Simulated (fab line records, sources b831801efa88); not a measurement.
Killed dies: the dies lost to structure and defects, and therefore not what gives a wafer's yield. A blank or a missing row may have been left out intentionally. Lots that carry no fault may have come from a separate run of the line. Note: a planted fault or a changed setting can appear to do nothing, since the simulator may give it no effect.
fab line records :: flow gf180mcu :: part 2 of 2: steps 28 to 38 of 38
record
  lots=5
  wafers=15
  last-day=34
route steps=602 shown MVSD@72 MVPSD@78 VT_IMPLANT@90
lots untouched by any fault: they come from a run of this same line in which no faults occurred
start-h: hours from the record's first day to the start of the lot's first wafer shown :: wait-h: how many hours have passed since the lot's step before this one :: " repeats the value in the row above :: L1.1+2: a single row standing in for several wafers :: - no value, or no start was given :: * or withheld: withheld :: < > ~ a bound
route shown NAME@n: a module of which the file shows steps, and the number in the route of the first :: usual: average and standard deviation across the fault-free wafers :: same: alike in all rows :: chamber/n: place in a boat :: sites: each site's reading :: _std_site: how widely they spread, as a standard deviation :: _edge_site: outer sites' mean less inner sites' :: radius-mm: for every site, how far away it sits from the centre of the wafer :: mask NAME#n: copy n :: behind: tool/chamber where the wafer was last shaped :: hold: what put the lot on hold/how long, in hours/how the hold closed :: device: the transistor (n, p or np) that didn't switch :: end of line: tests of these same wafers at the route's end :: a step without rows: its recipe alone :: killed: at the first sort, the dies lost to defects and structure; wafer yield is something else :: map: dies across one wafer; x = killed, . = not, _ = none there
set.NAME: the setting the step ran with; set.NAME@STEP: the setting that earlier step ran with :: model.NAME: the simulator's own value behind a step, which no gauge read
certain route steps with their lots: each step a table, each wafer a row
services: when a tool's chamber went out of use (start-h, in hours from the record's first day, below 0 if earlier), for how many hours, and the reason
## steps
# step GF_VT_IMPLANT_STRIP_09
# recipe
  chemistry=O2/N2
  power-w=1400
  pressure-mtorr=1500
  platen-temp-c=250
  o2-flow-sccm=3000
  n2-flow-sccm=300
  overash-fraction=0.5
# usual
  drypump-motor-current-A=5.3/0.52
  heater-power-w=347/43
  n2-flow-sccm=300.0/0.82
  o2-flow-sccm=3000/8.7
  oes-product-au=0.716/0.0043
  strip-time-to-endpoint-s=12.64/0.031
lot.wafer: L074.1
tool: plasma-asher-01
chamber: 0
start-h: 110.67
wait-h: 0.1
drypump-motor-current-A: 5.9
heater-power-w: 372
n2-flow-sccm: 301.5
o2-flow-sccm: 2999
oes-product-au: 0.717
rf-hours-counter-h: 44
strip-time-to-endpoint-s: 12.61

lot.wafer: L074.4
tool: plasma-asher-01
chamber: 0
start-h: 110.67
wait-h: 0.1
drypump-motor-current-A: 5.9
heater-power-w: 371
n2-flow-sccm: 301.5
o2-flow-sccm: 3011
oes-product-au: 0.712
rf-hours-counter-h: -
strip-time-to-endpoint-s: 12.60

lot.wafer: L074.5
tool: plasma-asher-01
chamber: 1
start-h: 110.67
wait-h: 0.1
drypump-motor-current-A: 4.9
heater-power-w: 339
n2-flow-sccm: 300.7
o2-flow-sccm: 3007
oes-product-au: 0.718
rf-hours-counter-h: -
strip-time-to-endpoint-s: 12.63

lot.wafer: L081.1
tool: plasma-asher-03
chamber: 0
start-h: 153.07
wait-h: 0.1
drypump-motor-current-A: 5.0
heater-power-w: 348
n2-flow-sccm: 299.1
o2-flow-sccm: 2994
oes-product-au: 0.719
rf-hours-counter-h: 30
strip-time-to-endpoint-s: 12.64

lot.wafer: L081.2
tool: plasma-asher-03
chamber: 1
start-h: 153.07
wait-h: 0.1
drypump-motor-current-A: 5.8
heater-power-w: 295
n2-flow-sccm: 300.8
o2-flow-sccm: 2986
oes-product-au: 0.719
rf-hours-counter-h: 30
strip-time-to-endpoint-s: 12.65

lot.wafer: L081.5
tool: plasma-asher-03
chamber: 1
start-h: 153.07
wait-h: 0.1
drypump-motor-current-A: 5.8
heater-power-w: 288
n2-flow-sccm: 300.8
o2-flow-sccm: 2993
oes-product-au: 0.714
rf-hours-counter-h: -
strip-time-to-endpoint-s: 12.62

lot.wafer: L089.1
tool: plasma-asher-03
chamber: 0
start-h: 201.30
wait-h: 0.1
drypump-motor-current-A: 5.0
heater-power-w: 349
n2-flow-sccm: 300.4
o2-flow-sccm: 2985
oes-product-au: 0.716
rf-hours-counter-h: 36
strip-time-to-endpoint-s: 12.61

lot.wafer: L089.2
tool: plasma-asher-03
chamber: 1
start-h: 201.30
wait-h: 0.1
drypump-motor-current-A: 5.9
heater-power-w: 298
n2-flow-sccm: 299.0
o2-flow-sccm: 3000
oes-product-au: 0.722
rf-hours-counter-h: 36
strip-time-to-endpoint-s: 12.58

lot.wafer: L089.4
tool: plasma-asher-03
chamber: 0
start-h: 201.30
wait-h: 0.1
drypump-motor-current-A: 5.0
heater-power-w: 345
n2-flow-sccm: 299.3
o2-flow-sccm: 2995
oes-product-au: 0.714
rf-hours-counter-h: -
strip-time-to-endpoint-s: 12.63

lot.wafer: L096.1
tool: plasma-asher-04
chamber: 0
start-h: 247.70
wait-h: 0.1
drypump-motor-current-A: 4.6
heater-power-w: 318
n2-flow-sccm: 300.4
o2-flow-sccm: 3000
oes-product-au: 0.714
rf-hours-counter-h: 65
strip-time-to-endpoint-s: 12.65

lot.wafer: L096.4
tool: plasma-asher-04
chamber: 0
start-h: 247.70
wait-h: 0.1
drypump-motor-current-A: 4.6
heater-power-w: 317
n2-flow-sccm: 300.4
o2-flow-sccm: 3002
oes-product-au: 0.716
rf-hours-counter-h: -
strip-time-to-endpoint-s: 12.69

lot.wafer: L096.6
tool: plasma-asher-04
chamber: 0
start-h: 247.70
wait-h: 0.1
drypump-motor-current-A: 4.7
heater-power-w: 312
n2-flow-sccm: 300.4
o2-flow-sccm: 3008
oes-product-au: 0.711
rf-hours-counter-h: -
strip-time-to-endpoint-s: 12.62

lot.wafer: L097.4
tool: plasma-asher-03
chamber: 1
start-h: 253.43
wait-h: 0.1
drypump-motor-current-A: 5.9
heater-power-w: 290
n2-flow-sccm: 300.3
o2-flow-sccm: 3003
oes-product-au: 0.717
rf-hours-counter-h: -
strip-time-to-endpoint-s: 12.65

lot.wafer: L097.5
tool: plasma-asher-03
chamber: 1
start-h: 253.43
wait-h: 0.1
drypump-motor-current-A: 5.9
heater-power-w: 292
n2-flow-sccm: 299.7
o2-flow-sccm: 2995
oes-product-au: 0.715
rf-hours-counter-h: -
strip-time-to-endpoint-s: 12.66

lot.wafer: L097.6
tool: plasma-asher-03
chamber: 0
start-h: 253.43
wait-h: 0.1
drypump-motor-current-A: 4.9
heater-power-w: 346
n2-flow-sccm: 299.2
o2-flow-sccm: 2995
oes-product-au: 0.721
rf-hours-counter-h: -
strip-time-to-endpoint-s: 12.67
# step GF_VT_IMPLANT_TW_MEAS_10
# usual
  VT_IMPLANT_TW=565/3.5
lot.wafer: L074.1
tool: film-metro-01
chamber: -
start-h: 110.77
wait-h: 0.1
VT_IMPLANT_TW: 568

lot.wafer: L074.4
tool: film-metro-01
chamber: -
start-h: 110.77
wait-h: 0.1
VT_IMPLANT_TW: 569

lot.wafer: L074.5
tool: film-metro-01
chamber: -
start-h: 110.77
wait-h: 0.1
VT_IMPLANT_TW: 568

lot.wafer: L081.1
tool: film-metro-01
chamber: -
start-h: 153.17
wait-h: 0.1
VT_IMPLANT_TW: 568

lot.wafer: L081.2
tool: film-metro-01
chamber: -
start-h: 153.17
wait-h: 0.1
VT_IMPLANT_TW: 568

lot.wafer: L081.5
tool: film-metro-01
chamber: -
start-h: 153.17
wait-h: 0.1
VT_IMPLANT_TW: 569

lot.wafer: L089.1
tool: film-metro-04
chamber: -
start-h: 201.40
wait-h: 0.1
VT_IMPLANT_TW: 565

lot.wafer: L089.2
tool: film-metro-04
chamber: -
start-h: 201.40
wait-h: 0.1
VT_IMPLANT_TW: 562

lot.wafer: L089.4
tool: film-metro-04
chamber: -
start-h: 201.40
wait-h: 0.1
VT_IMPLANT_TW: 563

lot.wafer: L096.1
tool: film-metro-03
chamber: -
start-h: 247.80
wait-h: 0.1
VT_IMPLANT_TW: 566

lot.wafer: L096.4
tool: film-metro-03
chamber: -
start-h: 247.80
wait-h: 0.1
VT_IMPLANT_TW: 564

lot.wafer: L096.6
tool: film-metro-03
chamber: -
start-h: 247.80
wait-h: 0.1
VT_IMPLANT_TW: 565

lot.wafer: L097.4
tool: film-metro-01
chamber: -
start-h: 253.53
wait-h: 0.1
VT_IMPLANT_TW: 563

lot.wafer: L097.5
tool: film-metro-01
chamber: -
start-h: 253.53
wait-h: 0.1
VT_IMPLANT_TW: 563

lot.wafer: L097.6
tool: film-metro-01
chamber: -
start-h: 253.53
wait-h: 0.1
VT_IMPLANT_TW: 561
# step GF_VT_IMPLANT_DEHYDRATE_11
# recipe
  temp-c=200
  time-s=60
lot.wafer: L074.1+4+5
tool: litho-track-04
chamber: 0
start-h: 117.49
wait-h: 6.7

lot.wafer: L081.1+2+5
tool: litho-track-04
chamber: 0
start-h: 160.19
wait-h: 7.0

lot.wafer: L089.1+2+4
tool: litho-track-04
chamber: 0
start-h: 209.54
wait-h: 8.1

lot.wafer: L096.1+4+6
tool: litho-track-01
chamber: 0
start-h: 256.41
wait-h: 8.6

lot.wafer: L097.4+5+6
tool: litho-track-01
chamber: 0
start-h: 262.79
wait-h: 9.2
# step GF_VT_IMPLANT_HMDS_12
# recipe
  prime-time-s=60
  prime-temp-c=120
# usual
  prime-temp-c=120.01/0.14
lot.wafer: L074.1
tool: litho-track-04
chamber: 0
start-h: 117.64
wait-h: 0.1
prime-temp-c: 119.98

lot.wafer: L074.4
tool: litho-track-04
chamber: 0
start-h: 117.64
wait-h: 0.1
prime-temp-c: 119.86

lot.wafer: L074.5
tool: litho-track-04
chamber: 0
start-h: 117.64
wait-h: 0.1
prime-temp-c: 119.98

lot.wafer: L081.1
tool: litho-track-04
chamber: 0
start-h: 160.34
wait-h: 0.1
prime-temp-c: 119.91

lot.wafer: L081.2
tool: litho-track-04
chamber: 0
start-h: 160.34
wait-h: 0.1
prime-temp-c: 119.85

lot.wafer: L081.5
tool: litho-track-04
chamber: 0
start-h: 160.34
wait-h: 0.1
prime-temp-c: 119.97

lot.wafer: L089.1
tool: litho-track-04
chamber: 0
start-h: 209.69
wait-h: 0.1
prime-temp-c: 120.08

lot.wafer: L089.2
tool: litho-track-04
chamber: 0
start-h: 209.69
wait-h: 0.1
prime-temp-c: 120.09

lot.wafer: L089.4
tool: litho-track-04
chamber: 0
start-h: 209.69
wait-h: 0.1
prime-temp-c: 120.16

lot.wafer: L096.1
tool: litho-track-01
chamber: 0
start-h: 256.56
wait-h: 0.1
prime-temp-c: 119.93

lot.wafer: L096.4
tool: litho-track-01
chamber: 0
start-h: 256.56
wait-h: 0.1
prime-temp-c: 119.67

lot.wafer: L096.6
tool: litho-track-01
chamber: 0
start-h: 256.56
wait-h: 0.1
prime-temp-c: 119.91

lot.wafer: L097.4
tool: litho-track-01
chamber: 0
start-h: 262.94
wait-h: 0.1
prime-temp-c: 120.04

lot.wafer: L097.5
tool: litho-track-01
chamber: 0
start-h: 262.94
wait-h: 0.1
prime-temp-c: 120.02

lot.wafer: L097.6
tool: litho-track-01
chamber: 0
start-h: 262.94
wait-h: 0.1
prime-temp-c: 119.89
# step GF_VT_IMPLANT_COAT_13
# recipe
  resist=NOVOLAK
  spin-rpm=3000
  resist-thk-nm=1000
lot.wafer: L074.1+4+5
tool: litho-track-04
chamber: 0
start-h: 117.79
wait-h: 0.1

lot.wafer: L081.1+2+5
tool: litho-track-04
chamber: 0
start-h: 160.49
wait-h: 0.1

lot.wafer: L089.1+2+4
tool: litho-track-04
chamber: 0
start-h: 209.84
wait-h: 0.1

lot.wafer: L096.1+4+6
tool: litho-track-01
chamber: 0
start-h: 256.71
wait-h: 0.1

lot.wafer: L097.4+5+6
tool: litho-track-01
chamber: 0
start-h: 263.09
wait-h: 0.1
# step GF_VT_IMPLANT_SOFTBAKE_14
# recipe
  temp-c=90
  time-s=60.77
  resist=NOVOLAK
# usual
  plate-sensor-t-centre-C=90.756/0.01
  plate-sensor-t-edge-C=90.829/0.01
lot.wafer: L074.1
tool: litho-track-04
chamber: 0
start-h: 117.94
wait-h: 0.1
plate-sensor-t-centre-C: 90.741
plate-sensor-t-edge-C: 90.815

lot.wafer: L074.4
tool: litho-track-04
chamber: 0
start-h: 117.94
wait-h: 0.1
plate-sensor-t-centre-C: 90.758
plate-sensor-t-edge-C: 90.842

lot.wafer: L074.5
tool: litho-track-04
chamber: 0
start-h: 117.94
wait-h: 0.1
plate-sensor-t-centre-C: 90.760
plate-sensor-t-edge-C: 90.836

lot.wafer: L081.1
tool: litho-track-04
chamber: 0
start-h: 160.64
wait-h: 0.1
plate-sensor-t-centre-C: 90.760
plate-sensor-t-edge-C: 90.833

lot.wafer: L081.2
tool: litho-track-04
chamber: 0
start-h: 160.64
wait-h: 0.1
plate-sensor-t-centre-C: 90.744
plate-sensor-t-edge-C: 90.827

lot.wafer: L081.5
tool: litho-track-04
chamber: 0
start-h: 160.64
wait-h: 0.1
plate-sensor-t-centre-C: 90.751
plate-sensor-t-edge-C: 90.810

lot.wafer: L089.1
tool: litho-track-04
chamber: 0
start-h: 209.99
wait-h: 0.1
plate-sensor-t-centre-C: 90.749
plate-sensor-t-edge-C: 90.831

lot.wafer: L089.2
tool: litho-track-04
chamber: 0
start-h: 209.99
wait-h: 0.1
plate-sensor-t-centre-C: 90.740
plate-sensor-t-edge-C: 90.836

lot.wafer: L089.4
tool: litho-track-04
chamber: 0
start-h: 209.99
wait-h: 0.1
plate-sensor-t-centre-C: 90.760
plate-sensor-t-edge-C: 90.816

lot.wafer: L096.1
tool: litho-track-01
chamber: 0
start-h: 256.86
wait-h: 0.1
plate-sensor-t-centre-C: 90.741
plate-sensor-t-edge-C: 90.830

lot.wafer: L096.4
tool: litho-track-01
chamber: 0
start-h: 256.86
wait-h: 0.1
plate-sensor-t-centre-C: 90.767
plate-sensor-t-edge-C: 90.833

lot.wafer: L096.6
tool: litho-track-01
chamber: 0
start-h: 256.86
wait-h: 0.1
plate-sensor-t-centre-C: 90.760
plate-sensor-t-edge-C: 90.825

lot.wafer: L097.4
tool: litho-track-01
chamber: 0
start-h: 263.24
wait-h: 0.1
plate-sensor-t-centre-C: 90.753
plate-sensor-t-edge-C: 90.833

lot.wafer: L097.5
tool: litho-track-01
chamber: 0
start-h: 263.24
wait-h: 0.1
plate-sensor-t-centre-C: 90.785
plate-sensor-t-edge-C: 90.807

lot.wafer: L097.6
tool: litho-track-01
chamber: 0
start-h: 263.24
wait-h: 0.1
plate-sensor-t-centre-C: 90.764
plate-sensor-t-edge-C: 90.833
# step GF_VT_IMPLANT_EXPOSE_15
# recipe
  mask-id=Nwell_LV_AREA
  target-cd-nm=860
  na=0.6
  source-shape=conventional
  sigma-outer=0.6
  dose-mj=140
# usual
  exposure-dose-mJ-cm2=140.03/0.14
  reticle-temp-C=22.99/0.12
  stage-vel-mm-s=500.05/0.26
lot.wafer: L074.1
tool: iline-stepper-02
chamber: 0
start-h: -
wait-h: -
mask: Nwell_LV_AREA#0
exposure-dose-mJ-cm2: 139.87
reticle-temp-C: 22.86
stage-vel-mm-s: 499.74

lot.wafer: L074.4
tool: iline-stepper-02
chamber: 0
start-h: -
wait-h: -
mask: Nwell_LV_AREA#0
exposure-dose-mJ-cm2: 139.84
reticle-temp-C: 22.65
stage-vel-mm-s: 500.03

lot.wafer: L074.5
tool: iline-stepper-02
chamber: 0
start-h: -
wait-h: -
mask: Nwell_LV_AREA#0
exposure-dose-mJ-cm2: 140.06
reticle-temp-C: 22.85
stage-vel-mm-s: 499.89

lot.wafer: L081.1
tool: iline-stepper-02
chamber: 0
start-h: -
wait-h: -
mask: Nwell_LV_AREA#0
exposure-dose-mJ-cm2: 139.77
reticle-temp-C: 22.83
stage-vel-mm-s: 499.82

lot.wafer: L081.2
tool: iline-stepper-02
chamber: 0
start-h: -
wait-h: -
mask: Nwell_LV_AREA#0
exposure-dose-mJ-cm2: 140.27
reticle-temp-C: 22.81
stage-vel-mm-s: 500.16

lot.wafer: L081.5
tool: iline-stepper-02
chamber: 0
start-h: -
wait-h: -
mask: Nwell_LV_AREA#0
exposure-dose-mJ-cm2: 140.01
reticle-temp-C: 22.74
stage-vel-mm-s: 499.81

lot.wafer: L089.1
tool: iline-stepper-02
chamber: 0
start-h: -
wait-h: -
mask: Nwell_LV_AREA#0
exposure-dose-mJ-cm2: 139.85
reticle-temp-C: 22.87
stage-vel-mm-s: 499.56

lot.wafer: L089.2
tool: iline-stepper-02
chamber: 0
start-h: -
wait-h: -
mask: Nwell_LV_AREA#0
exposure-dose-mJ-cm2: 139.93
reticle-temp-C: 23.17
stage-vel-mm-s: 499.79

lot.wafer: L089.4
tool: iline-stepper-02
chamber: 0
start-h: -
wait-h: -
mask: Nwell_LV_AREA#0
exposure-dose-mJ-cm2: 139.89
reticle-temp-C: 23.02
stage-vel-mm-s: 499.86

lot.wafer: L096.1
tool: iline-stepper-02
chamber: 0
start-h: -
wait-h: -
mask: Nwell_LV_AREA#0
exposure-dose-mJ-cm2: 140.14
reticle-temp-C: 22.95
stage-vel-mm-s: 500.14

lot.wafer: L096.4
tool: iline-stepper-02
chamber: 0
start-h: -
wait-h: -
mask: Nwell_LV_AREA#0
exposure-dose-mJ-cm2: 139.98
reticle-temp-C: 22.98
stage-vel-mm-s: 500.07

lot.wafer: L096.6
tool: iline-stepper-02
chamber: 0
start-h: -
wait-h: -
mask: Nwell_LV_AREA#0
exposure-dose-mJ-cm2: 139.88
reticle-temp-C: 23.06
stage-vel-mm-s: 500.42

lot.wafer: L097.4
tool: iline-stepper-01
chamber: 0
start-h: -
wait-h: -
mask: Nwell_LV_AREA#0
exposure-dose-mJ-cm2: 139.78
reticle-temp-C: 22.96
stage-vel-mm-s: 499.80

lot.wafer: L097.5
tool: iline-stepper-01
chamber: 0
start-h: -
wait-h: -
mask: Nwell_LV_AREA#0
exposure-dose-mJ-cm2: 139.99
reticle-temp-C: 22.87
stage-vel-mm-s: 500.27

lot.wafer: L097.6
tool: iline-stepper-01
chamber: 0
start-h: -
wait-h: -
mask: Nwell_LV_AREA#0
exposure-dose-mJ-cm2: 139.98
reticle-temp-C: 22.85
stage-vel-mm-s: 499.70
# step GF_VT_IMPLANT_PEB_16
# recipe
  temp-c=withheld
  time-s=*
  resist=NOVOLAK
lot.wafer: L074.1+4+5
tool: litho-track-02
chamber: 0
start-h: -
wait-h: -

lot.wafer: L081.1+2+5
tool: litho-track-04
chamber: 0
start-h: -
wait-h: -

lot.wafer: L089.1+2+4
tool: litho-track-04
chamber: 0
start-h: -
wait-h: -

lot.wafer: L096.1+4+6
tool: litho-track-01
chamber: 0
start-h: -
wait-h: -

lot.wafer: L097.4+5+6
tool: litho-track-01
chamber: 0
start-h: -
wait-h: -
# step GF_VT_IMPLANT_DEVELOP_17
# recipe
  develop-time-s=60
  dev-temp-c=23
lot.wafer: L074.1+4+5
tool: litho-track-02
chamber: 0
start-h: 125.13
wait-h: 0.1

lot.wafer: L081.1+2+5
tool: litho-track-04
chamber: 0
start-h: 168.89
wait-h: 0.1

lot.wafer: L089.1+2+4
tool: litho-track-04
chamber: 0
start-h: 218.69
wait-h: 0.1

lot.wafer: L096.1+4+6
tool: litho-track-01
chamber: 0
start-h: 266.46
wait-h: 0.1

lot.wafer: L097.4+5+6
tool: litho-track-01
chamber: 0
start-h: 272.19
wait-h: 0.1
# step GF_VT_IMPLANT_OVL_MEAS_18
# usual
  VT_IMPLANT_01_OVL=-1.3/1.3
lot.wafer: L074.1
tool: overlay-02
chamber: -
start-h: 125.28
wait-h: 0.1
VT_IMPLANT_01_OVL[nm]: -2.2

lot.wafer: L074.4
tool: overlay-02
chamber: -
start-h: 125.28
wait-h: 0.1
VT_IMPLANT_01_OVL[nm]: -1.8

lot.wafer: L074.5
tool: overlay-02
chamber: -
start-h: 125.28
wait-h: 0.1
VT_IMPLANT_01_OVL[nm]: -1.5

lot.wafer: L081.1
tool: overlay-02
chamber: -
start-h: 169.04
wait-h: 0.1
VT_IMPLANT_01_OVL[nm]: 0.2

lot.wafer: L081.2
tool: overlay-02
chamber: -
start-h: 169.04
wait-h: 0.1
VT_IMPLANT_01_OVL[nm]: -1.7

lot.wafer: L081.5
tool: overlay-02
chamber: -
start-h: 169.04
wait-h: 0.1
VT_IMPLANT_01_OVL[nm]: -1.7

lot.wafer: L089.1
tool: overlay-02
chamber: -
start-h: 218.84
wait-h: 0.1
VT_IMPLANT_01_OVL[nm]: -1.1

lot.wafer: L089.2
tool: overlay-02
chamber: -
start-h: 218.84
wait-h: 0.1
VT_IMPLANT_01_OVL[nm]: 0.1

lot.wafer: L089.4
tool: overlay-02
chamber: -
start-h: 218.84
wait-h: 0.1
VT_IMPLANT_01_OVL[nm]: -1.1

lot.wafer: L096.1
tool: overlay-01
chamber: -
start-h: 266.61
wait-h: 0.1
VT_IMPLANT_01_OVL[nm]: -1.0

lot.wafer: L096.4
tool: overlay-01
chamber: -
start-h: 266.61
wait-h: 0.1
VT_IMPLANT_01_OVL[nm]: -3.3

lot.wafer: L096.6
tool: overlay-01
chamber: -
start-h: 266.61
wait-h: 0.1
VT_IMPLANT_01_OVL[nm]: -2.4

lot.wafer: L097.4
tool: overlay-01
chamber: -
start-h: 272.28
wait-h: 0.1
VT_IMPLANT_01_OVL[nm]: -1.4

lot.wafer: L097.5
tool: overlay-01
chamber: -
start-h: 272.28
wait-h: 0.1
VT_IMPLANT_01_OVL[nm]: -1.1

lot.wafer: L097.6
tool: overlay-01
chamber: -
start-h: 272.28
wait-h: 0.1
VT_IMPLANT_01_OVL[nm]: 0.4
# step GF_VT_IMPLANT_IMPLANT_19
# recipe
  species=As
  energy-kev=100
  dose-cm2=4.35e+12
  tilt-deg=7
# usual
  tilt-deg=6.997/0.021
lot.wafer: L074.1
tool: implanter-04
chamber: 0
start-h: 125.32
wait-h: 0.0
tilt-deg: 7.018

lot.wafer: L074.4
tool: implanter-04
chamber: 0
start-h: 125.32
wait-h: 0.0
tilt-deg: 7.010

lot.wafer: L074.5
tool: implanter-04
chamber: 0
start-h: 125.32
wait-h: 0.0
tilt-deg: 6.995

lot.wafer: L081.1
tool: implanter-03
chamber: 0
start-h: 169.07
wait-h: 0.0
tilt-deg: 6.964

lot.wafer: L081.2
tool: implanter-03
chamber: 0
start-h: 169.07
wait-h: 0.0
tilt-deg: 6.975

lot.wafer: L081.5
tool: implanter-03
chamber: 0
start-h: 169.07
wait-h: 0.0
tilt-deg: 6.977

lot.wafer: L089.1
tool: implanter-03
chamber: 0
start-h: 218.87
wait-h: 0.0
tilt-deg: 6.972

lot.wafer: L089.2
tool: implanter-03
chamber: 0
start-h: 218.87
wait-h: 0.0
tilt-deg: 6.984

lot.wafer: L089.4
tool: implanter-03
chamber: 0
start-h: 218.87
wait-h: 0.0
tilt-deg: 6.992

lot.wafer: L096.1
tool: implanter-01
chamber: 0
start-h: 266.65
wait-h: 0.0
tilt-deg: 7.006

lot.wafer: L096.4
tool: implanter-01
chamber: 0
start-h: 266.65
wait-h: 0.0
tilt-deg: 6.992

lot.wafer: L096.6
tool: implanter-01
chamber: 0
start-h: 266.65
wait-h: 0.0
tilt-deg: 7.005

lot.wafer: L097.4
tool: implanter-03
chamber: 0
start-h: 272.38
wait-h: 0.1
tilt-deg: 6.981

lot.wafer: L097.5
tool: implanter-03
chamber: 0
start-h: 272.38
wait-h: 0.1
tilt-deg: 6.998

lot.wafer: L097.6
tool: implanter-03
chamber: 0
start-h: 272.38
wait-h: 0.1
tilt-deg: 7.022
## services
tool: implanter-01
chamber: -
start-h: 61.11
hours: 1.3
kind: repair

tool: implanter-04
chamber: -
start-h: 71.69
hours: 7.3
kind: repair

tool: plasma-asher-01
chamber: -
start-h: 74.25
hours: 1.8
kind: repair

tool: plasma-asher-01
chamber: -
start-h: 78.71
hours: 2.5
kind: repair

tool: iline-stepper-01
chamber: -
start-h: 88.33
hours: 1.7
kind: pm

tool: implanter-03
chamber: -
start-h: 99.39
hours: 0.5
kind: repair

tool: iline-stepper-01
chamber: -
start-h: 102.56
hours: 3.3
kind: repair

tool: plasma-asher-02
chamber: -
start-h: 108.75
hours: 9.0
kind: pm

tool: implanter-02
chamber: -
start-h: 118.24
hours: 8.6
kind: pm

tool: plasma-asher-02
chamber: -
start-h: 135.41
hours: 7.3
kind: repair

tool: plasma-asher-02
chamber: -
start-h: 142.75
hours: 2.8
kind: pm

tool: implanter-03
chamber: -
start-h: 145.55
hours: 3.7
kind: pm

tool: plasma-asher-03
chamber: -
start-h: 145.94
hours: 1.1
kind: repair

tool: implanter-01
chamber: -
start-h: 165.43
hours: 7.9
kind: pm

tool: implanter-04
chamber: -
start-h: 176.52
hours: 9.5
kind: pm

tool: iline-stepper-01
chamber: -
start-h: 178.86
hours: 1.1
kind: repair

tool: implanter-01
chamber: -
start-h: 180.01
hours: 4.0
kind: repair

tool: implanter-01
chamber: -
start-h: 183.97
hours: 6.8
kind: pm

tool: implanter-04
chamber: -
start-h: 194.07
hours: 2.7
kind: repair

tool: iline-stepper-02
chamber: -
start-h: 196.87
hours: 2.7
kind: repair

tool: implanter-01
chamber: -
start-h: 202.67
hours: 2.8
kind: repair

tool: plasma-asher-02
chamber: -
start-h: 208.41
hours: 3.9
kind: pm

tool: implanter-01
chamber: -
start-h: 210.05
hours: 47.7
kind: pm

tool: iline-stepper-02
chamber: -
start-h: 240.30
hours: 1.7
kind: pm
